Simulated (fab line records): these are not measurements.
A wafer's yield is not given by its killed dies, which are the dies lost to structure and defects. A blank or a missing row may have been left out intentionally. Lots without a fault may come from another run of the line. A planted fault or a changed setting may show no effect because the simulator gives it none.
Which tool is to blame?	flow gf180mcu	36 wafers sampled from 12 lots at 1 step of a route of 602

WHAT THE GAUGES READ, wafer by wafer
GF_SALICIDE_THK_MEAS_05: measures by xrf.
lot	measured	on	SALICIDE_TIN_THK (nm)
L075	day 15 12:41	filmMetro-02	19.94 19.82 19.71
L077	day 16 10:28	filmMetro-04	20.07 20.28 20.40
L079	day 17 04:44	filmMetro-04	20.41 20.19 20.45
L081	day 17 21:20	filmMetro-02	20.00 20.16 20.19
L083	day 18 14:16	filmMetro-04	19.96 20.40 20.32
L085	day 19 05:45	filmMetro-02	20.18 20.24 20.22
L087	day 19 23:07	filmMetro-04	20.05 19.97 20.11
L089	day 20 17:02	filmMetro-04	20.29 20.36 20.62
L091	day 21 06:02	filmMetro-02	20.43 20.41 20.36
L093	day 22 00:39	filmMetro-02	19.81 19.70 19.84
L095	day 22 13:04	filmMetro-02	20.19 19.90 20.41
L097	day 23 04:04	filmMetro-04	19.77 20.19 19.99

WHICH TOOL RAN EACH LOT (tool, then ch and the chambers of the sampled wafers, then the start)
Before these readings, the record contains no process step.

THE ANSWER, worked out from the rows above alone
Rule: usual is defined by the lots themselves. Put in order of their means at a reading, lots are off if they are a third of the lots or fewer, leave a main group of 4 or more, and stand apart from it by a gap of 3 or more times the standard deviation of the main group's means; of several such gaps the widest counts. If all means in a main group match to the digits the tables above print for the reading, that group is not used. A lot without any number at a reading at which 4 lots or more have one is off too. Where the step has rows for the other lots, those lots are counted as sound.
None of the lots is off at any reading shown; this tells nothing.

WHAT WAS PUT IN BY THE SIMULATOR
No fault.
